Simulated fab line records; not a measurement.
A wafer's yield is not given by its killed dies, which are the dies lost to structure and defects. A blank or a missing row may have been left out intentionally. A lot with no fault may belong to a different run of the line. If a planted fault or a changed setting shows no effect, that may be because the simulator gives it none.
What tool caused it? | flow gf180mcu | Sampling: 12 lots, 36 wafers, 5 of 602 route steps

== WHAT THE GAUGES SHOWED, per wafer ==
GF_V2_THK_MEAS_01. Usual: for V2_CVD_00_THK the level is 595 nm and the standard deviation is 9.3.
lot  | measured     | on            | V2_CVD_00_THK (nm) | flag
L801 | day 18 21:57 | film_metro-02 | 607 608 598        |
L802 | day 19 12:20 | film_metro-03 | 612 591 597        |
L803 | day 20 02:55 | film_metro-01 | 604 594 603        |
L804 | day 20 04:47 | film_metro-02 | 603 617 597        |
L805 | day 20 19:37 | film_metro-03 | 604 591 589        |
L809 | day 22 03:53 | film_metro-01 | 578 582 595        |
L810 | day 22 14:50 | film_metro-03 | 598 579 590        |
L812 | day 23 09:09 | film_metro-01 | 579 598 583        |
L814 | day 23 23:46 | film_metro-02 | 603 597 603        |
L818 | day 25 09:41 | film_metro-01 | 599 591 586        |
L819 | day 25 12:47 | film_metro-03 | 602 600 610        |
L822 | day 26 13:38 | film_metro-03 | 595 588 587        |

== TOOL THAT RAN EACH LOT (tool first, then ch and the chambers of the sampled wafers, then the start) ==
lot  | GF_LVPWELL_COAT_02               | GF_LVPWELL_STRIP_10                 | GF_CONTACT_ETCH_16                 | GF_M1_METAL_ETCH_16
L801 | litho_track-02 ch 0, day 3 13:52 | plasma_asher-03 ch 0,1, day 3 21:04 | rie_diel-03 ch 1,2, day 15 21:04   | rie_metal-01 ch 0,1, day 16 20:38
L802 | litho_track-04 ch 0, day 3 19:37 | plasma_asher-01 ch 0,1, day 4 02:43 | rie_diel-04 ch 0,1,3, day 16 09:18 | rie_metal-01 ch 1, day 17 09:35
L803 | litho_track-03 ch 0, day 4 01:34 | plasma_asher-01 ch 0,1, day 4 08:47 | rie_diel-04 ch 0,3, day 16 22:10   | rie_metal-02 ch 0, day 17 22:24
L804 | litho_track-03 ch 0, day 4 06:33 | plasma_asher-04 ch 0,1, day 4 13:35 | rie_diel-04 ch 2,3, day 16 23:28   | rie_metal-01 ch 1, day 18 00:25
L805 | litho_track-02 ch 0, day 4 11:05 | plasma_asher-01 ch 0,1, day 4 18:32 | rie_diel-04 ch 1,2, day 17 14:18   | rie_metal-01 ch 0,1, day 18 15:13
L809 | litho_track-04 ch 0, day 5 09:39 | plasma_asher-01 ch 0,1, day 5 17:35 | rie_diel-02 ch 0,1,2, day 18 22:45 | rie_metal-04 ch 0,1, day 20 00:04
L810 | litho_track-02 ch 0, day 5 16:02 | plasma_asher-03 ch 0,1, day 5 23:32 | rie_diel-03 ch 0,1,3, day 19 11:12 | rie_metal-04 ch 0,1, day 20 11:57
L812 | litho_track-04 ch 0, day 6 03:18 | plasma_asher-03 ch 0,1, day 6 11:29 | rie_diel-02 ch 0,1,3, day 20 03:11 | rie_metal-01 ch 0,1, day 21 04:43
L814 | litho_track-03 ch 0, day 6 14:43 | plasma_asher-04 ch 0,1, day 6 22:54 | rie_diel-02 ch 0,1,2, day 20 21:32 | rie_metal-02 ch 0,1, day 21 22:50
L818 | litho_track-02 ch 0, day 7 13:31 | plasma_asher-03 ch 0,1, day 7 21:35 | rie_diel-03 ch 0,3, day 22 10:47   | rie_metal-04 ch 0,1, day 23 10:57
L819 | litho_track-03 ch 0, day 7 17:17 | plasma_asher-03 ch 0, day 8 01:39   | rie_diel-03 ch 0,1,3, day 22 13:18 | rie_metal-01 ch 0,1, day 23 13:33
L822 | litho_track-02 ch 0, day 8 09:53 | plasma_asher-03 ch 0,1, day 8 18:42 | rie_diel-02 ch 0,2,3, day 23 15:23 | rie_metal-01 ch 0,1, day 24 15:31
- GF_LVPWELL_COAT_02: resist thk 3000 nm.
- GF_LVPWELL_STRIP_10: strips in O2/N2.
- GF_CONTACT_ETCH_16: etches BARC in N2/H2.
- GF_M1_METAL_ETCH_16: etches the open film in Cl2/BCl3, stops on SiO2, target depth 627.5 nm, time 104.6 s.

== AS READ BY THE TOOLS THEMSELVES (means over the sampled wafers that have a number; for cases with no such wafer, the mark the record gives instead) ==
GF_LVPWELL_COAT_02. Usual: spin_speed_rpm at 1999.9 rpm, with a standard deviation of 1.3.
lot  | tool           | spin_speed_rpm (rpm) | flag
L801 | litho_track-02 | 1999.1               |
L802 | litho_track-04 | 2001.2               |
L803 | litho_track-03 | 1998.8               |
L804 | litho_track-03 | 1999.5               |
L805 | litho_track-02 | 1999.5               |
L809 | litho_track-04 | 2000.6               |
L810 | litho_track-02 | 2001.3               |
L812 | litho_track-04 | 2000.1               |
L814 | litho_track-03 | 1996.7               |
L818 | litho_track-02 | 1945.0               | OFF
L819 | litho_track-03 | 2000.1               |
L822 | litho_track-02 | 1944.9               | OFF

GF_LVPWELL_STRIP_10. Usual: chamber_pressure_mTorr 1500.2 mTorr, standard deviation 1.5; drypump_motor_current_A 5.9 A, standard deviation 0.45; heater_power_w 324 W, standard deviation 34; oes_product_au 0.723 a.u., standard deviation 0.0046; strip_time_to_endpoint_s 36.97 s, standard deviation 0.12.
lot  | tool            | chamber_pressure_mTorr (mTorr) | drypump_motor_current_A (A) | heater_power_w (W) | oes_product_au (a.u.) | strip_time_to_endpoint_s (s) | flag
L801 | plasma_asher-03 | 1501.8                         | 5.7                         | 298                | 0.726                 | 36.91                        |
L802 | plasma_asher-01 | 1500.8                         | 6.2                         | 328                | 0.726                 | 36.95                        |
L803 | plasma_asher-01 | 1500.5                         | 5.8                         | 352                | 0.724                 | 36.87                        |
L804 | plasma_asher-04 | 1501.2                         | 5.8                         | 361                | 0.720                 | 36.98                        |
L805 | plasma_asher-01 | 1500.9                         | 6.2                         | 327                | 0.724                 | 37.00                        |
L809 | plasma_asher-01 | 1499.7                         | 6.2                         | 329                | 0.719                 | 37.00                        |
L810 | plasma_asher-03 | 1501.0                         | 5.7                         | 300                | 0.726                 | 36.89                        |
L812 | plasma_asher-03 | 1502.4                         | 5.7                         | 295                | 0.722                 | 37.09                        |
L814 | plasma_asher-04 | 1499.9                         | 5.8                         | 342                | 0.718                 | 36.84                        |
L818 | plasma_asher-03 | 1500.1                         | 5.7                         | 298                | 0.726                 | 37.48                        | OFF
L819 | plasma_asher-03 | 1499.8                         | 6.2                         | 276                | 0.723                 | 36.86                        |
L822 | plasma_asher-03 | 1501.3                         | 5.7                         | 296                | 0.726                 | 37.32                        |

GF_CONTACT_ETCH_16. Usual: chamber_pressure_mTorr 29.997 mTorr, standard deviation 0.028; drypump_motor_current_A 5.6 A, standard deviation 0.51; oes_product_au 0.854 a.u., standard deviation 0.0046; throttle_valve_pct 13.225 %, standard deviation 0.0082.
lot  | tool        | chamber_pressure_mTorr (mTorr) | drypump_motor_current_A (A) | oes_product_au (a.u.) | throttle_valve_pct (%) | flag
L801 | rie_diel-03 | 30.002                         | 5.0                         | 0.854                 | 13.226                 |
L802 | rie_diel-04 | 30.021                         | 6.0                         | 0.855                 | 13.221                 |
L803 | rie_diel-04 | 29.989                         | 6.3                         | 0.854                 | 13.226                 |
L804 | rie_diel-04 | 29.996                         | 6.5                         | 0.858                 | 13.229                 |
L805 | rie_diel-04 | 29.992                         | 5.8                         | 0.854                 | 13.222                 |
L809 | rie_diel-02 | 29.995                         | 5.7                         | 0.851                 | 13.228                 |
L810 | rie_diel-03 | 29.990                         | 5.2                         | 0.852                 | 13.219                 |
L812 | rie_diel-02 | 29.996                         | 5.8                         | 0.856                 | 13.220                 |
L814 | rie_diel-02 | 30.031                         | 5.7                         | 0.850                 | 13.224                 |
L818 | rie_diel-03 | 30.017                         | 5.4                         | 0.858                 | 13.214                 |
L819 | rie_diel-03 | 30.025                         | 5.2                         | 0.856                 | 13.230                 |
L822 | rie_diel-02 | 29.998                         | 5.5                         | 0.854                 | 13.221                 |

GF_M1_METAL_ETCH_16. Usual: chamber_pressure_mTorr 8.000 mTorr, standard deviation 0.0071; drypump_motor_current_A 5.6 A, standard deviation 0.42; oes_product_au 0.972 a.u., standard deviation 0.006; throttle_valve_pct 28.250 %, standard deviation 0.011.
lot  | tool         | chamber_pressure_mTorr (mTorr) | drypump_motor_current_A (A) | oes_product_au (a.u.) | throttle_valve_pct (%) | flag
L801 | rie_metal-01 | 8.002                          | 5.7                         | 0.970                 | 28.259                 |
L802 | rie_metal-01 | 7.998                          | 6.0                         | 0.970                 | 28.247                 |
L803 | rie_metal-02 | 8.004                          | 5.2                         | 0.974                 | 28.251                 |
L804 | rie_metal-01 | 8.001                          | 6.0                         | 0.966                 | 28.249                 |
L805 | rie_metal-01 | 7.998                          | 5.8                         | 0.972                 | 28.249                 |
L809 | rie_metal-04 | 7.996                          | 5.5                         | 0.967                 | 28.256                 |
L810 | rie_metal-04 | 8.003                          | 5.2                         | 0.972                 | 28.247                 |
L812 | rie_metal-01 | 8.001                          | 5.8                         | 0.973                 | 28.245                 |
L814 | rie_metal-02 | 7.989                          | 5.5                         | 0.978                 | 28.250                 |
L818 | rie_metal-04 | 7.998                          | 5.5                         | 0.975                 | 28.240                 |
L819 | rie_metal-01 | 8.000                          | 5.7                         | 0.971                 | 28.263                 |
L822 | rie_metal-01 | 7.995                          | 5.7                         | 0.973                 | 28.243                 |

== THE ANSWER, worked out from the rows above alone ==
Rule: lot off if the mean of its wafers having a number is beyond 3 standard deviations from the usual mean. Also off: a lot with no number at a reading for which 4 or more lots have one. Where the step has rows for the other lots, those lots are counted as sound. First the gauges in route order, then the tools' own readings, where a lot's mean is used as printed above. At the first step where some lot is off, the reading lying furthest off is the one used; lots without a number count as furthest.
Off: L818, L822, at GF_LVPWELL_COAT_02 (spin_speed_rpm).
If a tool, at that step or one of the process steps before it, ran each lot that is off and ran no sound lot following the first of them, it fits. One fits: litho_track-02 at GF_LVPWELL_COAT_02. A fault onset in the window from L810 (day 5 16:02, its last sound lot) to L818 (day 7 13:31, its first lot off) fits.
The tool's own readings at GF_LVPWELL_COAT_02 bear it out: on the lots that are off they differ by more than 5 times the standard deviation of the sound lots' means. spin_speed_rpm reads 1945.0 rpm there against 1999.7 rpm on the sound lots.

== WHAT THE SIMULATOR HAD INSERTED ==
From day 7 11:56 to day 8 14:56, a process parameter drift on litho_track-02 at GF_LVPWELL_COAT_02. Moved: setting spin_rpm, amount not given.
Struck lots among those shown: L818, L822. The rule above reached the same finding.
